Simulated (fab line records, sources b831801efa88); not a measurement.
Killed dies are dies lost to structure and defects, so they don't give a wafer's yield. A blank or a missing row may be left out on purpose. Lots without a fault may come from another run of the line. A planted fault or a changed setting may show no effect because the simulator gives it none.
Which tool did it? | flow gf180mcu | 11 lots, 33 wafers sampled, at 5 steps of a route of 602

WHAT THE GAUGES READ, wafer by wafer
GF_V1_RS_MEAS_24: measures by four-point-probe.
lot  | measured     | on            | V1_W_RS (ohm/sq)
L897 | day 19 01:38 | film_metro-01 | 0.325 0.330 0.328
L898 | day 19 04:50 | film_metro-01 | 0.328 0.327 0.323
L899 | day 19 20:25 | film_metro-01 | 0.331 0.327 0.327
L903 | day 21 12:28 | film_metro-02 | 0.327 0.329 0.329
L904 | day 21 16:48 | film_metro-04 | 0.324 0.331 0.332
L905 | day 22 01:08 | film_metro-01 | 0.327 0.329 0.326
L908 | day 23 00:29 | film_metro-04 | 0.314 0.330 0.315
L909 | day 23 05:18 | film_metro-02 | 0.328 0.312 0.326
L915 | day 25 05:58 | film_metro-04 | 0.327 0.328 0.329
L917 | day 26 00:45 | film_metro-02 | 0.328 0.329 0.330
L918 | day 26 03:23 | film_metro-04 | 0.330 0.335 0.331

WHICH TOOL RAN EACH LOT (tool, then ch and the chambers of the sampled wafers, then the start)
lot  | GF_CONTACT_ETCH_16                 | GF_M1_SPUTTER_03             | GF_M1_STRIP_17                       | GF_V1_CVD_23
L897 | rie_diel-04 ch 1,3, day 16 22:49   | pvd_sputter-02, day 17 00:08 | plasma_asher-04 ch 0,1, day 17 23:41 | cvd_w-01 ch 0,1, day 19 01:31
L898 | rie_diel-04 ch 0,2,3, day 17 01:31 | pvd_sputter-03, day 17 02:49 | plasma_asher-03 ch 0,1, day 18 02:20 | cvd_w-01 ch 0,1, day 19 04:43
L899 | rie_diel-04 ch 0,1,3, day 17 16:40 | pvd_sputter-03, day 17 17:59 | plasma_asher-03 ch 0,1, day 18 17:38 | cvd_w-02 ch 0,1, day 19 20:16
L903 | rie_diel-01 ch 0,1,2, day 19 08:55 | pvd_sputter-04, day 19 10:13 | plasma_asher-03 ch 0,1, day 20 10:38 | cvd_w-01 ch 0,1, day 21 12:22
L904 | rie_diel-04 ch 0,2,3, day 19 12:43 | pvd_sputter-02, day 19 14:01 | plasma_asher-01 ch 0,1, day 20 14:28 | cvd_w-02 ch 0,1, day 21 16:41
L905 | rie_diel-01 ch 0,1,2, day 19 21:40 | pvd_sputter-03, day 19 22:58 | plasma_asher-04 ch 0,1, day 20 23:16 | cvd_w-02 ch 0, day 22 01:02
L908 | rie_diel-01 ch 0,2,3, day 20 22:13 | pvd_sputter-04, day 20 23:31 | plasma_asher-03 ch 0,1, day 21 23:10 | cvd_w-01 ch 0,1, day 23 00:22
L909 | rie_diel-01 ch 0,1,3, day 21 03:07 | pvd_sputter-03, day 21 04:25 | plasma_asher-04 ch 0,1, day 22 04:08 | cvd_w-01 ch 0,1, day 23 05:11
L915 | rie_diel-03 ch 0,2,3, day 23 05:25 | pvd_sputter-04, day 23 06:43 | plasma_asher-03 ch 0,1, day 24 05:34 | cvd_w-02 ch 0,1, day 25 05:50
L917 | rie_diel-01 ch 0,1, day 24 02:43   | pvd_sputter-02, day 24 04:01 | plasma_asher-04 ch 0,1, day 25 02:05 | cvd_w-02 ch 0,1, day 26 00:37
L918 | rie_diel-01 ch 0,1,3, day 24 04:37 | pvd_sputter-04, day 24 06:12 | plasma_asher-04 ch 0,1, day 25 04:19 | cvd_w-01 ch 0,1, day 26 03:16
- GF_CONTACT_ETCH_16: etches BARC in N2/H2.
- GF_M1_SPUTTER_03: material Ti, target thk 10 nm, time 6.7 s.
- GF_M1_STRIP_17: strips in O2/N2.
- GF_V1_CVD_23: deposits W, target thk 350 nm, time 105.05 s.

THE ANSWER, worked out from the rows above alone
Rule: what is usual is taken from the lots themselves. Put in order of their means at a reading, lots are off if they are a third of the lots or fewer, leave a main group of 4 or more, and stand apart from it by a gap of 3 or more times the standard deviation of the main group's means; of several such gaps the widest counts. A main group whose means are all the same, to the digits that the tables above print for the reading, isn't used. A lot without any number at a reading at which 4 lots or more have one is off too. The other lots that the step has rows for count as sound.
No lot is off at any reading shown: from this, nothing can be told.

WHAT THE SIMULATOR HAD PUT IN
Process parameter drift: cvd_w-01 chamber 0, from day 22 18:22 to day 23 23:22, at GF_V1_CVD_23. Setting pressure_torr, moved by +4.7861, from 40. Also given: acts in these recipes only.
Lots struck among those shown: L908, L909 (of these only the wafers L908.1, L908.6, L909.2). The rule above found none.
